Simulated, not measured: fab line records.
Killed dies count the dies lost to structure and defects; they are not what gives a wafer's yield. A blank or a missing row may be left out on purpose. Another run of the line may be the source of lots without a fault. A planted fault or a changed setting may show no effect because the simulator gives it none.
8D (eight disciplines) problem report, filled in by code + flow sky130 + the parts of the form that need people (team, actions taken, sign-off) are left out

## 1. WHAT IS WRONG
At SKY_FIELD_ISO_WET_ETCH_18, run-length-s averages 58.1 s over 6 wafers from 2 lots, while fault-free wafers read 313.2 s, standard deviation 3. Relative to the usual mean, that is a shift of -85 standard deviations.
The step: etches Si3N4 in H3PO4, target depth 25 nm, time 286 s.
First observed at day 5 11:19: wafer L426.1, on wet-bench-01. Wafers with a number at this step in the record: 42, from 14 lots. Rule for "out" (also "out of limits"): further than 4 standard deviations from the usual mean. The rest of the wafers with a number are treated as sound.

## 2. WHAT THIS IS AND IS NOT
| question                    | is                     | is not                                                                                       |
|-----------------------------|------------------------|----------------------------------------------------------------------------------------------|
| which readings at this step | run-length-s           | -                                                                                            |
| which lots                  | L426, L428             | L411, L412, L415, L417, L419, L421, L423, L427, L429, L432, L433, L434                       |
| which wafers of those lots  | all that have a number | -                                                                                            |
| read on which tools         | wet-bench-01           | wet-bench-03, wet-bench-04                                                                   |
| when                        | from day 5 11:19       | up to then (21 sound wafers); but 15 sound wafers of L427, L429, L432, L433, L434 came after |

## 3. THE SUSPECTS, EACH WITH WHAT RULES IT OUT
Counting: a tool stays on the suspect list if, at a process step up to the reading, it processed all lots that are out and no sound lot following the first of them.
- wet-bench-01 at SKY_FIELD_ISO_WET_ETCH_18 (etches Si3N4 in H3PO4, target depth 25 nm, time 286 s): kept. It processed each lot that is out, first L426 at day 5 11:19, and no sound lot thereafter; up to then, the last sound lot it processed was L423 at day 4 19:52. Its own readings are out on those wafers: run-length-s.
After counting, what remains is wet-bench-01 at SKY_FIELD_ISO_WET_ETCH_18.

## 4. THE CAUSE (what the simulator had put in)
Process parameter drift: wet-bench-01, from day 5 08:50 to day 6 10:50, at SKY_FIELD_ISO_WET_ETCH_18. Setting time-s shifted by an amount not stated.
After counting, this tool was the only one left.

## 5. THE CHAIN OF EFFECTS, in route order
Each row: a reading whose mean over the struck wafers that have a number lies more than 3 standard deviations from the usual. Only readings whose record carries a usual standard deviation are examined. hours: median over the lots of the time between each lot's start at the first step of this table that gives one and its start at this step. sigmas: the change, counted in usual standard deviations.
| hours | step                      | reading      | usual   | on struck wafers | change | sigmas |
|-------|---------------------------|--------------|---------|------------------|--------|--------|
| 0     | SKY_FIELD_ISO_WET_ETCH_18 | run-length-s | 313.2 s | 58.1             | -255.1 | -85    |
The process steps in it:
- SKY_FIELD_ISO_WET_ETCH_18: etches Si3N4 in H3PO4, target depth 25 nm, time 286 s.
Later measuring or inspecting steps at which every struck wafer that the step has a row for has a number for every such reading, and none has moved that far: SKY_FIELD_ISO_THK_MEAS_23, SKY_PWDE_TW_MEAS_10.

## 6. WHAT WOULD HAVE CAUGHT IT SOONER
First out-of-limits reading in this record: day 5 11:19, which is 2 hours after fault onset at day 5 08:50.
